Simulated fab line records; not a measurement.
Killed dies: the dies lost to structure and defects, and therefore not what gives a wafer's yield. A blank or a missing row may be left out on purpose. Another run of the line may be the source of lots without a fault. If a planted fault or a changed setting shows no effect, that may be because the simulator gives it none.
Chamber matching | flow sfqLine | SFQ_TRILAYER_I3_CMP_CMP_082 on cmp-01 has 4 sister chambers
The step polishes SiO2. 8 wafers are shown with their chamber, then 7 later ones without.

== EACH WAFER AND ITS CHAMBER ==
wafer  | chamber | motorCurrentA (A) | timeToEndpointS (s)
L838.5 | 2       | 9.0               | 237
L849.4 | 1       | 12.2              | 202
L849.6 | 2       | 9.6               | 217
L853.3 | 0       | 9.9               | 199
L853.2 | 3       | 9.7               | 203
L853.5 | 1       | 12.2              | 208
L854.2 | 3       | 9.3               | 209
L854.4 | 0       | 10.5              | 204

== WAFERS WITHOUT THEIR CHAMBER ==
wafer  | motorCurrentA (A) | timeToEndpointS (s)
L854.1 | 9.3               | 203
L855.2 | 10.5              | 191
L855.3 | 9.4               | 203
L855.6 | 11.4              | 210
L856.1 | 10.0              | 207
L856.3 | 9.9               | 187
L856.5 | 9.3               | 204

== WHICH CHAMBER EACH WENT THROUGH ==
wafer  | from the rows above     | in truth
L854.1 | 3                       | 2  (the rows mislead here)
L855.2 | can't be placed: 0 or 3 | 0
L855.3 | can't be placed: 3 or 0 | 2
L855.6 | can't be placed: 1 or 0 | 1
L856.1 | can't be placed: 0 or 3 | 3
L856.3 | can't be placed: 0 or 3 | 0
L856.5 | 3                       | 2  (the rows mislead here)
Correct placement for 0 of the 7. Can't be placed from these rows: 5 (the true chamber is among the candidates in 4). Wrongly placed: 2.
How it was worked out, from the rows above alone: a wafer's distance from a chamber is the root of the sum, over the readings, of the square of ((its reading less the chamber's mean) divided by the reading's scatter). The wafer belongs to the nearest chamber; if the next one is less than 2 further off, it can't be placed. A chamber's mean is the mean of its shown wafers. The scatter is the square root of a quotient: the sum, over the shown wafers, of each reading's squared deviation from its chamber's mean, divided by wafers minus chambers.
